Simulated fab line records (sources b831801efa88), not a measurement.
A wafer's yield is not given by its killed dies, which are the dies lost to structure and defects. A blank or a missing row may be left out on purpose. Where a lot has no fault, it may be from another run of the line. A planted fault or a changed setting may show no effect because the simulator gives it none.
Struck lot and sound lot, side by side ; flow sky130 ; 43 out of 708 route steps
Sound: the wafers L429.1, L429.2, L429.6. The struck wafers were L440.1, L440.3, L440.6. The cause is given at the end.
Each step with rows lists, per side, the tool, then ch with its chambers, then its first start. Under that, the readings that differ: sound wafers ; struck wafers ; difference of the means ; sigmas: that difference in standard deviations of wafers without a fault.
alike: same words and numbers on both sides, and readings whose means sit less than 2 such deviations apart. not compared: any withheld reading, any reading some wafer has no value for, any bound like >300 that may hide the same value, and any number with overlapping values for which the record gives no deviation.
Wherever a step has rows on one side only, a row that says differs or no value, or a row with sigmas, the two part there. Numbers that have no deviation but don't overlap get no sigmas and don't part them. A reading missing from all wafers of one side parts the sides only when that side holds two or more wafers.

first, 2 steps without rows for these wafers: SKY_DNWELL_DEVELOP_06 (develop time 60 s); SKY_DNWELL_IMPLANT_07.
SKY_DNWELL_STRIP_08: strips in O2/N2.
  sound on plasma_asher-01 ch 0,1, day 4 11:13; struck on plasma_asher-01 ch 0,1, day 7 03:43
  alike: drypump_motor_current_A, oes_product_au, strip_time_to_endpoint_s
  not compared: rf_hours_counter_h
SKY_DNWELL_TW_MEAS_09:
  sound: film_metro-03 at day 4 11:19; struck: film_metro-02 at day 7 03:49
  alike: DNWELL_TW
then, 7 steps without rows for these wafers: SKY_PWDE_DEHYDRATE_00 (time 60 s); SKY_PWDE_HMDS_01 (prime time 60 s); SKY_PWDE_COAT_02 (resist thk 3000 nm); SKY_PWDE_SOFTBAKE_03; SKY_PWDE_EXPOSE_04 (exposes mask PWDEM, target cd 840 nm); SKY_PWDE_PEB_05; SKY_PWDE_DEVELOP_06 (develop time 60 s).
SKY_PWDE_OVL_MEAS_07:
  sound: overlay-01 at day 5 01:58; struck: overlay-01 at day 7 23:25
  alike: PWDE_OVL
SKY_PWDE_IMPLANT_08:
  sound on implanter-02 ch 0, day 5 02:00; struck on implanter-01 ch 0, day 7 23:27
reading;sound;struck;difference;sigmas
dose_ions_cm2;3.601e+12 3.603e+12 3.603e+12;4.525e+12 4.53e+12 4.528e+12;+9.253e+11;+99 or more
faraday_current_uA;20.2 19.7 20.3;25.4 25.4 25.7;+5.4;+13
  alike: end_station_pressure_torr
SKY_PWDE_STRIP_09: strips in O2/N2.
  sound on plasma_asher-02 ch 0,1, day 5 02:09; struck on plasma_asher-04 ch 0, day 7 23:36
  alike: drypump_motor_current_A, oes_product_au, strip_time_to_endpoint_s
  not compared: rf_hours_counter_h
SKY_PWDE_TW_MEAS_10:
  sound: film_metro-04 at day 5 02:17; struck: film_metro-04 at day 8 00:00
reading;sound;struck;difference;sigmas
PWDE_TW;377.6 376.6 377.4;400.4 401.9 403.2;+24.6;+15
  not compared: hold
then, 6 steps without rows for these wafers: SKY_NWELL_HMDS_04 (prime time 60 s); SKY_NWELL_COAT_05 (resist thk 3000 nm); SKY_NWELL_SOFTBAKE_06; SKY_NWELL_EXPOSE_07 (exposes mask NWM, target cd 840 nm); SKY_NWELL_PEB_08; SKY_NWELL_DEVELOP_09 (develop time 60 s).
SKY_NWELL_OVL_MEAS_10:
  sound: overlay-01 at day 5 20:23; struck: overlay-02 at day 8 20:19
  alike: NWELL_00_OVL
then, 3 steps without rows for these wafers: SKY_NWELL_IMPLANT_11; SKY_NWELL_IMPLANT_12; SKY_NWELL_IMPLANT_13.
SKY_NWELL_STRIP_14: strips in O2/N2.
  sound on plasma_asher-04 ch 0,1, day 5 20:52; struck on plasma_asher-04 ch 0,1, day 8 20:48
  alike: drypump_motor_current_A, oes_product_au, strip_time_to_endpoint_s
  not compared: rf_hours_counter_h
SKY_NWELL_TW_MEAS_15:
  sound: film_metro-04 at day 5 20:58; struck: film_metro-03 at day 8 20:54
  alike: NWELL_TW
then, 7 steps without rows for these wafers: SKY_NWELL_DEHYDRATE_16 (time 60 s); SKY_NWELL_HMDS_17 (prime time 60 s); SKY_NWELL_COAT_18 (resist thk 3000 nm); SKY_NWELL_SOFTBAKE_19; SKY_NWELL_EXPOSE_20 (exposes mask NWM COMPLEMENT, target cd 840 nm); SKY_NWELL_PEB_21; SKY_NWELL_DEVELOP_22 (develop time 60 s).
SKY_NWELL_OVL_MEAS_23:
  sound: overlay-01 at day 6 15:38; struck: overlay-02 at day 9 17:56
  alike: NWELL_01_OVL
following that, these wafers have no rows for 1 step: SKY_NWELL_IMPLANT_24.
SKY_NWELL_STRIP_25: strips in O2/N2.
  sound on plasma_asher-03 ch 0,1, day 6 15:49; struck on plasma_asher-02 ch 0,1, day 9 18:07
  alike: drypump_motor_current_A, oes_product_au, strip_time_to_endpoint_s
  not compared: rf_hours_counter_h
SKY_NWELL_TW_MEAS_26:
  sound: film_metro-03 at day 6 15:55; struck: film_metro-02 at day 9 18:13
  alike: NWELL_2_TW
then, 1 step without rows for these wafers: SKY_NWELL_CLEAN_27 (cleans in SC1/SC2, time 150 s).
SKY_NWELL_RTA_28: time 30 s.
  sound on rtp_anneal-02 ch 0, day 6 16:02; struck on rtp_anneal-02 ch 0, day 9 18:20
  alike: lamp_power_pct, wafer_temp_C_max
SKY_NWELL_RS_MEAS_29: measurement is done with a four-point probe.
  sound: film_metro-04 at day 6 16:08; struck: film_metro-04 at day 9 18:26
reading;sound;struck;difference;sigmas
NWELL_RS (ohm/sq);625.7 625.8 624.6;620.9 620.0 622.2;-4.3;-3
SKY_NWELL_RS_MEAS_31: measurement is done with a four-point probe.
  sound: film_metro-04 at day 6 16:22; struck: film_metro-04 at day 9 18:58
reading;sound;struck;difference;sigmas
PWDE_RS (ohm/sq);5252 5256 5279;4396 4405 4402;-861;-45
  not compared: hold
following that, these wafers have no rows for 1 step: SKY_PAD_OPEN_PROBE_99.

== WHERE THEY PART ==
At SKY_PWDE_IMPLANT_08 first; at SKY_NWELL_RS_MEAS_31 last (within this record only).

WHY: whatever the simulator had introduced
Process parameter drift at SKY_PWDE_IMPLANT_08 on implanter-01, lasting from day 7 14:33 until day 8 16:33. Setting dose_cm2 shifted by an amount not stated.
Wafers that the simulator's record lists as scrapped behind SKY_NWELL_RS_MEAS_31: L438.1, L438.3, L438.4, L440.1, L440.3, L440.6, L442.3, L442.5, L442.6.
